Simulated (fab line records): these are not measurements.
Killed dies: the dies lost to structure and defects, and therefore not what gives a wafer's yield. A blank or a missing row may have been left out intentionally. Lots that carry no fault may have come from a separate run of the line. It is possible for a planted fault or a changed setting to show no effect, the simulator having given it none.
Which tool did it?	flow sky130	13 lots, 39 wafers sampled, at 4 steps of a route of 708

WHAT THE GAUGES READ, wafer by wafer
SKY_NWELL_RS_MEAS_31: the measuring method here is four-point-probe. Usual: PWDE_RS gives 5275 ohm/sq (standard deviation 19).
lot	measured	on	PWDE_RS (ohm/sq)	flag
L822	day 5 11:12	film-metro-03	5263 5293 5263	
L823	day 5 13:12	film-metro-03	5261 5289 5272	
L824	day 5 17:00	film-metro-03	5289 5277 5307	
L826	day 6 03:24	film-metro-04	5274 5296 5294	
L827	day 6 14:28	film-metro-03	5304 5313 5320	
L834	day 8 11:11	film-metro-02	5294 5308 5293	
L835	day 8 14:49	film-metro-03	5290 5284 5270	
L836	day 8 20:35	film-metro-03	5255 5253 5258	
L840	day 9 21:21	film-metro-02	5261 5278 5287	
L841	day 10 04:56	film-metro-02	5245 5239 5263	
L842	day 10 09:34	film-metro-04	5288 5279 5284	
L843	day 10 15:49	film-metro-02	5273 5253 5257	
L844	day 10 22:34	film-metro-03	5259 5267 5256	

TOOL THAT RAN EACH LOT (tool first, then ch and the chambers of the sampled wafers, then the start)
lot	SKY_FIELD_ISO_ETCH_17	SKY_NWELL_IMPLANT_12	SKY_NWELL_STRIP_14
L822	rie-si-01 ch 0,1,2, day 2 05:10	implanter-01 ch 0, day 4 16:47	plasma-asher-01 ch 0,1, day 4 17:04
L823	rie-si-02 ch 1,2,3, day 2 11:28	implanter-02 ch 0, day 4 19:23	plasma-asher-01 ch 0,1, day 4 19:40
L824	rie-si-01 ch 0,1,2, day 2 14:55	implanter-02 ch 0, day 4 22:10	plasma-asher-01 ch 0,1, day 4 22:26
L826	rie-si-01 ch 0,1, day 3 01:41	implanter-01 ch 0, day 5 08:30	plasma-asher-01 ch 0,1, day 5 08:46
L827	rie-si-02 ch 1,3, day 3 07:28	implanter-02 ch 0, day 5 18:10	plasma-asher-03 ch 0,1, day 5 18:28
L834	rie-si-01 ch 1,3, day 4 18:22	implanter-04 ch 0, day 7 12:36	plasma-asher-01 ch 0,1, day 7 12:54
L835	rie-si-02 ch 1,2, day 5 00:31	implanter-04 ch 0, day 7 17:08	plasma-asher-03 ch 0,1, day 7 17:25
L836	rie-si-01 ch 1,3, day 5 04:25	implanter-04 ch 0, day 7 22:08	plasma-asher-03 ch 0,1, day 7 22:25
L840	rie-si-02 ch 0,1,2, day 6 03:01	implanter-02 ch 0, day 8 23:19	plasma-asher-04 ch 0,1, day 8 23:35
L841	rie-si-02 ch 0,2,3, day 6 09:10	implanter-02 ch 0, day 9 06:36	plasma-asher-04 ch 0,1, day 9 06:52
L842	rie-si-01 ch 0,1,2, day 6 13:19	implanter-02 ch 0, day 9 10:14	plasma-asher-04 ch 0,1, day 9 10:32
L843	rie-si-01 ch 0,2, day 6 17:50	implanter-02 ch 0, day 9 16:31	plasma-asher-04 ch 0,1, day 9 16:49
L844	rie-si-01 ch 1,3, day 7 01:43	implanter-02 ch 0, day 9 22:41	plasma-asher-01 ch 0,1, day 9 22:59
- SKY_FIELD_ISO_ETCH_17: etches Si in HBr/Cl2/O2, target depth 342 nm, time 97.7 s.
- SKY_NWELL_IMPLANT_12
- SKY_NWELL_STRIP_14: strips in O2/N2.

AS READ BY THE TOOLS THEMSELVES (means over the sampled wafers that have a number; for cases with no such wafer, the mark the record gives instead)
SKY_FIELD_ISO_ETCH_17. Usual: bias-w 150.0 W, standard deviation 0.52; drypump-motor-current-A 5.7 A, standard deviation 0.38; oes-product-au 1.005 a.u., standard deviation 0.0079; throttle-valve-pct 25.653 %, standard deviation 0.011.
lot	tool	bias-w (W)	drypump-motor-current-A (A)	oes-product-au (a.u.)	throttle-valve-pct (%)	flag
L822	rie-si-01	150.1	5.8	1.013	25.649	
L823	rie-si-02	150.1	5.6	1.008	25.660	
L824	rie-si-01	149.7	5.8	0.999	25.655	
L826	rie-si-01	149.4	6.0	1.007	25.641	
L827	rie-si-02	150.3	5.2	1.006	25.656	
L834	rie-si-01	150.0	5.6	1.001	25.650	
L835	rie-si-02	150.3	5.6	1.000	25.648	
L836	rie-si-01	149.7	5.9	1.006	25.643	
L840	rie-si-02	150.2	5.7	1.001	25.657	
L841	rie-si-02	150.6	5.7	1.000	25.653	
L842	rie-si-01	149.8	5.8	1.005	25.656	
L843	rie-si-01	149.6	5.6	1.013	25.653	
L844	rie-si-01	149.7	5.8	1.004	25.656	

SKY_NWELL_IMPLANT_12. Usual: beam-energy-keV 120.00, standard deviation 0.034.
lot	tool	beam-energy-keV	flag
L822	implanter-01	119.99	
L823	implanter-02	120.02	
L824	implanter-02	119.95	
L826	implanter-01	120.03	
L827	implanter-02	119.95	
L834	implanter-04	141.13	OFF
L835	implanter-04	141.13	OFF
L836	implanter-04	141.12	OFF
L840	implanter-02	120.02	
L841	implanter-02	119.99	
L842	implanter-02	120.02	
L843	implanter-02	120.06	
L844	implanter-02	119.96	

SKY_NWELL_STRIP_14. Usual: drypump-motor-current-A 5.7 A, standard deviation 0.45; oes-product-au 0.723 a.u., standard deviation 0.0044; strip-time-to-endpoint-s 36.93 s, standard deviation 0.12.
lot	tool	drypump-motor-current-A (A)	oes-product-au (a.u.)	strip-time-to-endpoint-s (s)	flag
L822	plasma-asher-01	5.8	0.722	36.81	
L823	plasma-asher-01	5.8	0.726	36.85	
L824	plasma-asher-01	5.8	0.719	37.01	
L826	plasma-asher-01	5.8	0.722	37.22	
L827	plasma-asher-03	6.3	0.727	36.99	
L834	plasma-asher-01	5.8	0.725	36.85	
L835	plasma-asher-03	6.4	0.720	36.97	
L836	plasma-asher-03	6.4	0.723	37.00	
L840	plasma-asher-04	5.3	0.723	36.87	
L841	plasma-asher-04	5.3	0.718	36.88	
L842	plasma-asher-04	5.1	0.720	36.94	
L843	plasma-asher-04	5.3	0.724	36.91	
L844	plasma-asher-01	5.8	0.722	37.07	

THE ANSWER, worked out from the rows above alone
Rule: a lot is off if the mean of its wafers that have a number lies more than 3 standard deviations from the usual mean. Also off: a lot with no number at a reading for which 4 or more lots have one. Where the step has rows for the other lots, those lots are counted as sound. First the gauges in route order, then the tools' own readings, where a lot's mean is used as printed above. The first step at which some lot is off is used, and at that step the reading that is off furthest; a lot without a number counts as furthest.
Off, at SKY_NWELL_IMPLANT_12 on beam-energy-keV: L834, L835, L836.
A tool fits if, at that step or a process step before it, it ran every lot that is off, and no sound lot after the first of them. One fits: implanter-04 at SKY_NWELL_IMPLANT_12. It ran no sound lot before its first lot that is off in this sample, so the start can't be narrowed down.
On the lots that are off, the tool's own readings at SKY_NWELL_IMPLANT_12 differ by more than 5 times the standard deviation of the sound lots' means, which bears it out; beam-energy-keV reads 141.13 there versus 120.00 on the sound lots.

WHAT THE SIMULATOR PUT IN
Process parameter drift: implanter-04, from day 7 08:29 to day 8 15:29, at SKY_NWELL_IMPLANT_12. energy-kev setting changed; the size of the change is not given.
Shown lots that were struck: L834, L835, L836. Same finding as the rule above.
